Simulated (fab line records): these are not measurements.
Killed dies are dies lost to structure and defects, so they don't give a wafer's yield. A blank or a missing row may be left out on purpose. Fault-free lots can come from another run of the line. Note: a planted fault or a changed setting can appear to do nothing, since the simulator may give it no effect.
Which tool is to blame? :: flow sfqLine :: 14 lots with 42 wafers sampled at 4 steps, on a route of 325 steps

== WHAT THE GAUGES SHOWED, per wafer ==
SFQ_M7_RS_MEAS_943: a four-point-probe measurement. Usual: for M7_NB_RS the level is 0.891 ohm/sq and the standard deviation is 0.0071.
lot: L876
measured: day 73 16:19
on: filmMetro-01
M7_NB_RS (ohm/sq): 0.885 0.892 0.879
flag: 

lot: L877
measured: day 73 18:44
on: filmMetro-03
M7_NB_RS (ohm/sq): 0.888 0.895 0.885
flag: 

lot: L880
measured: day 76 22:26
on: filmMetro-03
M7_NB_RS (ohm/sq): 0.891 0.897 0.891
flag: 

lot: L882
measured: day 77 08:01
on: filmMetro-04
M7_NB_RS (ohm/sq): 0.889 0.892 0.884
flag: 

lot: L883
measured: day 77 09:13
on: filmMetro-03
M7_NB_RS (ohm/sq): 0.883 0.885 0.889
flag: 

lot: L884
measured: day 79 09:37
on: filmMetro-04
M7_NB_RS (ohm/sq): 0.885 0.879 0.880
flag: 

lot: L885
measured: day 80 01:50
on: filmMetro-03
M7_NB_RS (ohm/sq): 0.879 0.887 0.895
flag: 

lot: L886
measured: day 80 18:37
on: filmMetro-04
M7_NB_RS (ohm/sq): 0.887 0.897 0.885
flag: 

lot: L888
measured: day 80 23:25
on: filmMetro-03
M7_NB_RS (ohm/sq): 0.902 0.887 0.898
flag: 

lot: L890
measured: day 81 05:26
on: filmMetro-04
M7_NB_RS (ohm/sq): 0.896 0.886 0.884
flag: 

lot: L891
measured: day 81 07:14
on: filmMetro-01
M7_NB_RS (ohm/sq): 0.881 0.900 0.884
flag: 

lot: L894
measured: day 81 19:50
on: filmMetro-03
M7_NB_RS (ohm/sq): 0.851 0.882 0.874
flag: OFF

lot: L895
measured: day 82 02:49
on: filmMetro-04
M7_NB_RS (ohm/sq): 0.886 0.888 0.885
flag: 

lot: L896
measured: day 82 08:48
on: filmMetro-01
M7_NB_RS (ohm/sq): 0.841 0.882 0.879
flag: OFF

== WHICH TOOL RAN EACH LOT (tool, then ch and the chambers of the sampled wafers, then the start) ==
lot: L876
SFQ_TRILAYER_C5_ETCH_VIA_ETCH_154: rieDiel-03 ch 0,3, day 62 21:52
SFQ_TRILAYER_I6_VIA_STRIP_STRIP_173: rieMetal-03 ch 0,1, day 73 15:23
SFQ_TRILAYER_M7_DEP_SPUTTER_175: pvdSputter-03, day 73 16:12

lot: L877
SFQ_TRILAYER_C5_ETCH_VIA_ETCH_154: rieDiel-02 ch 0,1,2, day 62 23:04
SFQ_TRILAYER_I6_VIA_STRIP_STRIP_173: rieMetal-01 ch 0,1, day 73 17:59
SFQ_TRILAYER_M7_DEP_SPUTTER_175: pvdSputter-05, day 73 18:36

lot: L880
SFQ_TRILAYER_C5_ETCH_VIA_ETCH_154: rieDiel-03 ch 0,1,3, day 70 07:10
SFQ_TRILAYER_I6_VIA_STRIP_STRIP_173: rieMetal-03 ch 0,1, day 76 21:31
SFQ_TRILAYER_M7_DEP_SPUTTER_175: pvdSputter-06, day 76 22:19

lot: L882
SFQ_TRILAYER_C5_ETCH_VIA_ETCH_154: rieDiel-03 ch 0,2, day 71 00:58
SFQ_TRILAYER_I6_VIA_STRIP_STRIP_173: rieMetal-01 ch 0,1, day 77 07:07
SFQ_TRILAYER_M7_DEP_SPUTTER_175: pvdSputter-03, day 77 07:55

lot: L883
SFQ_TRILAYER_C5_ETCH_VIA_ETCH_154: rieDiel-02 ch 0,2,3, day 71 22:29
SFQ_TRILAYER_I6_VIA_STRIP_STRIP_173: rieMetal-02 ch 0,1, day 77 08:19
SFQ_TRILAYER_M7_DEP_SPUTTER_175: pvdSputter-03, day 77 09:07

lot: L884
SFQ_TRILAYER_C5_ETCH_VIA_ETCH_154: rieDiel-03 ch 0,1,3, day 73 18:53
SFQ_TRILAYER_I6_VIA_STRIP_STRIP_173: rieMetal-02 ch 0,1, day 79 04:32
SFQ_TRILAYER_M7_DEP_SPUTTER_175: pvdSputter-05, day 79 09:31

lot: L885
SFQ_TRILAYER_C5_ETCH_VIA_ETCH_154: rieDiel-02 ch 0,1,3, day 74 10:29
SFQ_TRILAYER_I6_VIA_STRIP_STRIP_173: rieMetal-03 ch 0,1, day 80 00:56
SFQ_TRILAYER_M7_DEP_SPUTTER_175: pvdSputter-05, day 80 01:44

lot: L886
SFQ_TRILAYER_C5_ETCH_VIA_ETCH_154: rieDiel-02 ch 0,1,2, day 75 20:05
SFQ_TRILAYER_I6_VIA_STRIP_STRIP_173: rieMetal-01 ch 0,1, day 80 17:44
SFQ_TRILAYER_M7_DEP_SPUTTER_175: pvdSputter-05, day 80 18:32

lot: L888
SFQ_TRILAYER_C5_ETCH_VIA_ETCH_154: rieDiel-01 ch 1,2,3, day 76 00:53
SFQ_TRILAYER_I6_VIA_STRIP_STRIP_173: rieMetal-01 ch 0,1, day 80 22:32
SFQ_TRILAYER_M7_DEP_SPUTTER_175: pvdSputter-06, day 80 23:20

lot: L890
SFQ_TRILAYER_C5_ETCH_VIA_ETCH_154: rieDiel-03 ch 0,1,2, day 76 05:41
SFQ_TRILAYER_I6_VIA_STRIP_STRIP_173: rieMetal-01 ch 0,1, day 81 04:32
SFQ_TRILAYER_M7_DEP_SPUTTER_175: pvdSputter-03, day 81 05:20

lot: L891
SFQ_TRILAYER_C5_ETCH_VIA_ETCH_154: rieDiel-01 ch 0,1,3, day 76 08:05
SFQ_TRILAYER_I6_VIA_STRIP_STRIP_173: rieMetal-02 ch 1, day 81 05:56
SFQ_TRILAYER_M7_DEP_SPUTTER_175: pvdSputter-05, day 81 07:08

lot: L894
SFQ_TRILAYER_C5_ETCH_VIA_ETCH_154: rieDiel-03 ch 1,2,3, day 77 03:04
SFQ_TRILAYER_I6_VIA_STRIP_STRIP_173: rieMetal-03 ch 0,1, day 81 18:56
SFQ_TRILAYER_M7_DEP_SPUTTER_175: pvdSputter-05, day 81 19:44

lot: L895
SFQ_TRILAYER_C5_ETCH_VIA_ETCH_154: rieDiel-03 ch 2,3, day 77 08:14
SFQ_TRILAYER_I6_VIA_STRIP_STRIP_173: rieMetal-02 ch 0,1, day 82 01:54
SFQ_TRILAYER_M7_DEP_SPUTTER_175: pvdSputter-06, day 82 02:43

lot: L896
SFQ_TRILAYER_C5_ETCH_VIA_ETCH_154: rieDiel-03 ch 0,1,2, day 77 15:34
SFQ_TRILAYER_I6_VIA_STRIP_STRIP_173: rieMetal-02 ch 0,1, day 82 07:54
SFQ_TRILAYER_M7_DEP_SPUTTER_175: pvdSputter-05, day 82 08:43
- SFQ_TRILAYER_C5_ETCH_VIA_ETCH_154: etches SiO2 in CHF3, stops on Nb, target depth 84 nm.
- SFQ_TRILAYER_I6_VIA_STRIP_STRIP_173: strips in O2.
- SFQ_TRILAYER_M7_DEP_SPUTTER_175: material Nb, target thk 200 nm, time 133.3 s.

== AS READ BY THE TOOLS THEMSELVES (means over the sampled wafers that have a number; for cases with no such wafer, the mark the record gives instead) ==
SFQ_TRILAYER_C5_ETCH_VIA_ETCH_154. Usual: drypumpMotorCurrentA 6.0 A, standard deviation 0.41; oesProductAu 0.895 a.u., standard deviation 0.0087; rfFwdPowerW 495.2 W, standard deviation 2.3.
lot: L876
tool: rieDiel-03
drypumpMotorCurrentA (A): 6.2
oesProductAu (a.u.): 0.891
rfFwdPowerW (W): 495.3
flag: 

lot: L877
tool: rieDiel-02
drypumpMotorCurrentA (A): 5.8
oesProductAu (a.u.): 0.893
rfFwdPowerW (W): 495.8
flag: 

lot: L880
tool: rieDiel-03
drypumpMotorCurrentA (A): 6.2
oesProductAu (a.u.): 0.902
rfFwdPowerW (W): 493.4
flag: 

lot: L882
tool: rieDiel-03
drypumpMotorCurrentA (A): 5.9
oesProductAu (a.u.): 0.889
rfFwdPowerW (W): 496.0
flag: 

lot: L883
tool: rieDiel-02
drypumpMotorCurrentA (A): 5.5
oesProductAu (a.u.): 0.890
rfFwdPowerW (W): 494.9
flag: 

lot: L884
tool: rieDiel-03
drypumpMotorCurrentA (A): 6.2
oesProductAu (a.u.): 0.893
rfFwdPowerW (W): 493.6
flag: 

lot: L885
tool: rieDiel-02
drypumpMotorCurrentA (A): 6.0
oesProductAu (a.u.): 0.890
rfFwdPowerW (W): 494.6
flag: 

lot: L886
tool: rieDiel-02
drypumpMotorCurrentA (A): 5.8
oesProductAu (a.u.): 0.894
rfFwdPowerW (W): 496.3
flag: 

lot: L888
tool: rieDiel-01
drypumpMotorCurrentA (A): 5.9
oesProductAu (a.u.): 0.900
rfFwdPowerW (W): 495.9
flag: 

lot: L890
tool: rieDiel-03
drypumpMotorCurrentA (A): 6.0
oesProductAu (a.u.): 0.899
rfFwdPowerW (W): 494.4
flag: 

lot: L891
tool: rieDiel-01
drypumpMotorCurrentA (A): 6.3
oesProductAu (a.u.): 0.900
rfFwdPowerW (W): 495.6
flag: 

lot: L894
tool: rieDiel-03
drypumpMotorCurrentA (A): 6.1
oesProductAu (a.u.): 0.901
rfFwdPowerW (W): 495.9
flag: 

lot: L895
tool: rieDiel-03
drypumpMotorCurrentA (A): 6.2
oesProductAu (a.u.): 0.903
rfFwdPowerW (W): 495.7
flag: 

lot: L896
tool: rieDiel-03
drypumpMotorCurrentA (A): 6.0
oesProductAu (a.u.): 0.899
rfFwdPowerW (W): 496.1
flag: 

SFQ_TRILAYER_I6_VIA_STRIP_STRIP_173. Usual: drypumpMotorCurrentA 5.9 A, standard deviation 0.52; heBacksideLeakSccm 3.6 sccm, standard deviation 0.36; oesProductAu 1.001 a.u., standard deviation 0.0079.
lot: L876
tool: rieMetal-03
drypumpMotorCurrentA (A): 6.4
heBacksideLeakSccm (sccm): 3.5
oesProductAu (a.u.): 0.994
flag: 

lot: L877
tool: rieMetal-01
drypumpMotorCurrentA (A): 5.6
heBacksideLeakSccm (sccm): 3.4
oesProductAu (a.u.): 1.001
flag: 

lot: L880
tool: rieMetal-03
drypumpMotorCurrentA (A): 6.4
heBacksideLeakSccm (sccm): 3.6
oesProductAu (a.u.): 0.995
flag: 

lot: L882
tool: rieMetal-01
drypumpMotorCurrentA (A): 5.9
heBacksideLeakSccm (sccm): 3.4
oesProductAu (a.u.): 1.003
flag: 

lot: L883
tool: rieMetal-02
drypumpMotorCurrentA (A): 5.8
heBacksideLeakSccm (sccm): 3.6
oesProductAu (a.u.): 0.998
flag: 

lot: L884
tool: rieMetal-02
drypumpMotorCurrentA (A): 5.8
heBacksideLeakSccm (sccm): 3.5
oesProductAu (a.u.): 0.990
flag: 

lot: L885
tool: rieMetal-03
drypumpMotorCurrentA (A): 6.3
heBacksideLeakSccm (sccm): 3.5
oesProductAu (a.u.): 1.006
flag: 

lot: L886
tool: rieMetal-01
drypumpMotorCurrentA (A): 5.6
heBacksideLeakSccm (sccm): 3.3
oesProductAu (a.u.): 0.997
flag: 

lot: L888
tool: rieMetal-01
drypumpMotorCurrentA (A): 5.6
heBacksideLeakSccm (sccm): 3.3
oesProductAu (a.u.): 1.008
flag: 

lot: L890
tool: rieMetal-01
drypumpMotorCurrentA (A): 5.6
heBacksideLeakSccm (sccm): 3.4
oesProductAu (a.u.): 1.011
flag: 

lot: L891
tool: rieMetal-02
drypumpMotorCurrentA (A): 5.1
heBacksideLeakSccm (sccm): 4.0
oesProductAu (a.u.): 0.993
flag: 

lot: L894
tool: rieMetal-03
drypumpMotorCurrentA (A): 6.4
heBacksideLeakSccm (sccm): 3.6
oesProductAu (a.u.): 0.991
flag: 

lot: L895
tool: rieMetal-02
drypumpMotorCurrentA (A): 5.8
heBacksideLeakSccm (sccm): 3.5
oesProductAu (a.u.): 1.001
flag: 

lot: L896
tool: rieMetal-02
drypumpMotorCurrentA (A): 5.5
heBacksideLeakSccm (sccm): 3.6
oesProductAu (a.u.): 0.996
flag: 

SFQ_TRILAYER_M7_DEP_SPUTTER_175. Usual: cathodeDcPowerW 2000.1 W, standard deviation 0.4; throttleValvePct 29.6 %, standard deviation 1.2.
lot: L876
tool: pvdSputter-03
cathodeDcPowerW (W): 2000.0
throttleValvePct (%): 29.7
flag: 

lot: L877
tool: pvdSputter-05
cathodeDcPowerW (W): 2000.0
throttleValvePct (%): 30.6
flag: 

lot: L880
tool: pvdSputter-06
cathodeDcPowerW (W): 2000.0
throttleValvePct (%): 29.2
flag: 

lot: L882
tool: pvdSputter-03
cathodeDcPowerW (W): 1999.9
throttleValvePct (%): 29.6
flag: 

lot: L883
tool: pvdSputter-03
cathodeDcPowerW (W): 2000.0
throttleValvePct (%): 28.4
flag: 

lot: L884
tool: pvdSputter-05
cathodeDcPowerW (W): 2000.1
throttleValvePct (%): 29.8
flag: 

lot: L885
tool: pvdSputter-05
cathodeDcPowerW (W): 2000.2
throttleValvePct (%): 29.9
flag: 

lot: L886
tool: pvdSputter-05
cathodeDcPowerW (W): 2000.2
throttleValvePct (%): 30.2
flag: 

lot: L888
tool: pvdSputter-06
cathodeDcPowerW (W): 1999.9
throttleValvePct (%): 28.5
flag: 

lot: L890
tool: pvdSputter-03
cathodeDcPowerW (W): 2000.3
throttleValvePct (%): 28.3
flag: 

lot: L891
tool: pvdSputter-05
cathodeDcPowerW (W): 1999.5
throttleValvePct (%): 30.9
flag: 

lot: L894
tool: pvdSputter-05
cathodeDcPowerW (W): 2029.4
throttleValvePct (%): 30.7
flag: OFF

lot: L895
tool: pvdSputter-06
cathodeDcPowerW (W): 2000.4
throttleValvePct (%): 28.9
flag: 

lot: L896
tool: pvdSputter-05
cathodeDcPowerW (W): 2029.5
throttleValvePct (%): 29.6
flag: OFF

== THE ANSWER, worked out from the rows above alone ==
Rule: take the mean of a lot's wafers that have a number; if it is more than 3 standard deviations from the usual mean, the lot is off. Also off: a lot with no number at a reading for which 4 or more lots have one. The other lots that the step has rows for count as sound. After the gauges, taken in route order, come the tools' own readings; for these a lot's mean is taken, as printed above. The first step at which some lot is off is used, and at that step the reading that is off furthest; a lot without a number counts as furthest.
Off: at SFQ_M7_RS_MEAS_943 (M7_NB_RS), L894, L896.
If a tool, at a process step before that reading, ran all the lots that are off and no sound lot after the first of them, it fits. The gauges at SFQ_M7_RS_MEAS_943 aren't tried: what is off there is off at SFQ_TRILAYER_M7_DEP_SPUTTER_175 too, on other tools, and a gauge's error can't cause that. One fits: pvdSputter-05 at SFQ_TRILAYER_M7_DEP_SPUTTER_175. Its last sound lot is L891 (day 81 07:08), its first lot that is off L894 (day 81 19:44): a fault that began between those two fits.
On the lots that are off, the tool's own readings at SFQ_TRILAYER_M7_DEP_SPUTTER_175 differ by more than 5 times the standard deviation of the sound lots' means, which bears it out; cathodeDcPowerW reads 2029.5 W there versus 2000.0 W on the sound lots.

== WHAT THE SIMULATOR HAD PUT IN ==
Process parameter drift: pvdSputter-05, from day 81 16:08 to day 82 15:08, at SFQ_TRILAYER_M7_DEP_SPUTTER_175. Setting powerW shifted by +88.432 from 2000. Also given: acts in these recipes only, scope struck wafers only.
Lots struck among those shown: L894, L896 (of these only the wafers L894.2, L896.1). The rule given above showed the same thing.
